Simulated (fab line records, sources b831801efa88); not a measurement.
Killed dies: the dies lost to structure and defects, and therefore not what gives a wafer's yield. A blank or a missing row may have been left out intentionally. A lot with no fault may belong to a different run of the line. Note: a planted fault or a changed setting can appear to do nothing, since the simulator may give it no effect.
Code-filled problem report in 8D (eight disciplines) form | flow gf180mcu | the parts of the form that need people (team, actions taken, sign-off) are left out

## 1. PROBLEM STATEMENT
Across 6 wafers from 2 lots, HV_LDD_2_TW at GF_HV_LDD_TW_MEAS_23 averages 958, while fault-free wafers read 1055 with a standard deviation of 11. Relative to the usual mean, that is a shift of -8.9 standard deviations.
The first sign was on wafer L770.1 at day 12 12:34, on filmMetro-04. Wafers with a number at this step in the record: 39, from 13 lots. Rule for "out" (also "out of limits"): further than 4 standard deviations from the usual mean. The rest of the wafers with a number are treated as sound.

## 2. WHAT IT IS AND WHAT IT IS NOT
question                    | is                     | is not
which readings at this step | HV_LDD_2_TW            | -
which lots                  | L770, L773             | L764, L765, L766, L768, L780, L782, L783, L784, L785, L786, L787
which wafers of those lots  | all that have a number | -
read on which gauges        | filmMetro-04           | filmMetro-02, filmMetro-03
when                        | from day 12 12:34      | up to then (12 sound wafers); but 21 sound wafers of L780, L782, L783, L784, L785, L786, L787 came after

## 3. THE SUSPECTS, EACH WITH WHAT RULES IT OUT
Counting: a tool at a process step up to the reading stays a suspect if it ran every lot that is out and no sound lot after the first of them.
- the gauge at GF_HV_LDD_TW_MEAS_23: ruled out. All the wafers that are out were read on filmMetro-04, but those of them that GF_HV_LDD_IMPLANT_21 has rows for are out there too, on other tools.
- implanter-01 at GF_HV_LDD_IMPLANT_21: ruled out as a lasting fault. The sound lots L783, L785, L786 went through it after L770, its earliest lot that is out (day 12 12:19).
Left after counting: nothing in the record.

## 4. THE CAUSE (what the simulator had put in)
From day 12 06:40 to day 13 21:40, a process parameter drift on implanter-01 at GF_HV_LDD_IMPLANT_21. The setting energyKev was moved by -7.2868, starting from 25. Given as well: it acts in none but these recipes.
Counting ruled it out, wrongly: the rule takes a fault to strike every lot that its tool runs from its start on, and this one did not.

## 5. THE CHAIN OF EFFECTS, in route order
Each row: a reading whose mean over the struck wafers that have a number lies more than 3 standard deviations from the usual. Readings are gone through only where the record gives a usual standard deviation; hours: the median, over the lots, of the time from a lot's start at the first step in this table giving one to that lot's start at this step; sigmas: the change measured in usual standard deviations.
hours | step                 | reading       | usual  | on struck wafers | change | sigmas
0     | GF_HV_LDD_IMPLANT_21 | beamEnergyKeV | 25.000 | 17.713           | -7.287 | -99 or more
0     | GF_HV_LDD_TW_MEAS_23 | HV_LDD_2_TW   | 1055   | 958              | -98    | -8.9
Its process steps:
- GF_HV_LDD_IMPLANT_21

## 6. HOW IT WOULD HAVE BEEN CAUGHT EARLIER
Counted from the fault's start at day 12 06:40, it took 6 hours until the first out-of-limits reading at a measuring or inspecting step in this record, taken at day 12 12:34.
Tool's own readings at GF_HV_LDD_IMPLANT_21, beamEnergyKeV: out on all struck wafers the step has rows for; an alarm limit on them would have tripped on the first.
